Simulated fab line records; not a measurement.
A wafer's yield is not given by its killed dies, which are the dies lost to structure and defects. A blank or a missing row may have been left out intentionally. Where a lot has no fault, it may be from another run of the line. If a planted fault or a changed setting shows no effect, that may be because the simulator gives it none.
Matching of chambers ; flow sky130 ; SKY_CAPM_CVD_00 on pecvd-01: 3 sister chambers
The step deposits SiO2, target thk 15.5 nm. 3 wafers are shown with their chamber, then 8 later ones without.

WAFERS PAIRED WITH THEIR CHAMBERS
wafer;chamber;heater-power-w (W)
L082.4;0;824
L085.5;2;693
L088.3;1;655

WAFERS MISSING THEIR CHAMBER
wafer;heater-power-w (W)
L088.4;593
L088.6;895
L092.1;597
L092.2;840
L092.6;816
L097.2;594
L097.4;582
L097.5;594

THE CHAMBER EACH PASSED THROUGH
wafer;from the rows above;in truth
L088.4;can't be placed: 1 or 2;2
L088.6;0;0
L092.1;can't be placed: 1 or 2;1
L092.2;0;0
L092.6;0;0
L097.2;can't be placed: 1 or 2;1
L097.4;can't be placed: 1 or 2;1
L097.5;can't be placed: 1 or 2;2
Placed correctly: 3 of 8. Not placeable from these rows: 5 (in 5, the candidates include the true chamber). 0 placed wrongly.
How it was worked out, from the rows above alone: a wafer's distance from a chamber is the root of the sum, over the readings, of the square of ((its reading less the chamber's mean) divided by the reading's scatter). If the next closest chamber is less than 2 further off than the closest, the wafer can't be placed; otherwise it belongs to the closest. The mean given for a chamber averages the wafers shown for that chamber. The scatter: root of mean squared gap, hidden wafer to nearest shown wafer, with one shown wafer a chamber.
